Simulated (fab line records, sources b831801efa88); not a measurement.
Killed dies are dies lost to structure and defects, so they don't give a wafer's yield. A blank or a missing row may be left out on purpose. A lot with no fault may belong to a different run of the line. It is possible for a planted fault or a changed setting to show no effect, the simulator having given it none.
What tool caused it? || flow sky130 || 18 wafers from 6 lots sampled at 2 of the route's 708 steps

## WHAT THE GAUGES READ, wafer by wafer
SKY_POLY_CUT_OVL_MEAS_09.
{"lot": "L927", "measured": "day 25 03:33", "on": "overlay-02", "POLY_CUT_OVL (nm)": "5 -5 0"}
{"lot": "L929", "measured": "day 25 14:27", "on": "overlay-01", "POLY_CUT_OVL (nm)": "-2 -5 -12"}
{"lot": "L941", "measured": "day 30 12:56", "on": "overlay-02", "POLY_CUT_OVL (nm)": "0 -8 -3"}
{"lot": "L945", "measured": "day 31 07:37", "on": "overlay-01", "POLY_CUT_OVL (nm)": "-1 -8 -9"}
{"lot": "L947", "measured": "day 31 15:58", "on": "overlay-01", "POLY_CUT_OVL (nm)": "-8 -3 -12"}
{"lot": "L948", "measured": "day 32 04:00", "on": "overlay-02", "POLY_CUT_OVL (nm)": "3 -2 2"}

## WHICH TOOL RAN EACH LOT (tool, then ch and the chambers of the sampled wafers, then the start)
{"lot": "L927", "SKY_POLY_GATE_ETCH_16": "rie diel-02 ch 1,3, day 17 04:15"}
{"lot": "L929", "SKY_POLY_GATE_ETCH_16": "rie diel-01 ch 1,2, day 17 20:45"}
{"lot": "L941", "SKY_POLY_GATE_ETCH_16": "rie diel-01 ch 0,1,2, day 22 23:40"}
{"lot": "L945", "SKY_POLY_GATE_ETCH_16": "rie diel-01 ch 0,1,2, day 23 21:40"}
{"lot": "L947", "SKY_POLY_GATE_ETCH_16": "rie diel-02 ch 0,3, day 24 06:07"}
{"lot": "L948", "SKY_POLY_GATE_ETCH_16": "rie diel-02 ch 0,1,2, day 24 18:45"}
- SKY_POLY_GATE_ETCH_16: etches Si3N4 in CH3F/O2, stops on poly-Si, time 147.5 s, target depth 75 nm.

## THE ANSWER, worked out from the rows above alone
Rule: the usual values come from the lots themselves. The widest of any qualifying gaps counts: lots, ordered by their means at a reading, are off when they make up no more than a third of the lots, leave a main group of 4 or more, and stand apart from it by 3 or more times the standard deviation of that group's means. A main group is skipped when, at the precision printed for the reading in the tables above, its means are all equal. A lot without any number at a reading at which 4 lots or more have one is off too. All remaining lots with rows at the step are treated as sound.
Across all readings shown, no lot is off: no conclusion can be drawn from this.

## WHAT THE SIMULATOR HAD INSERTED
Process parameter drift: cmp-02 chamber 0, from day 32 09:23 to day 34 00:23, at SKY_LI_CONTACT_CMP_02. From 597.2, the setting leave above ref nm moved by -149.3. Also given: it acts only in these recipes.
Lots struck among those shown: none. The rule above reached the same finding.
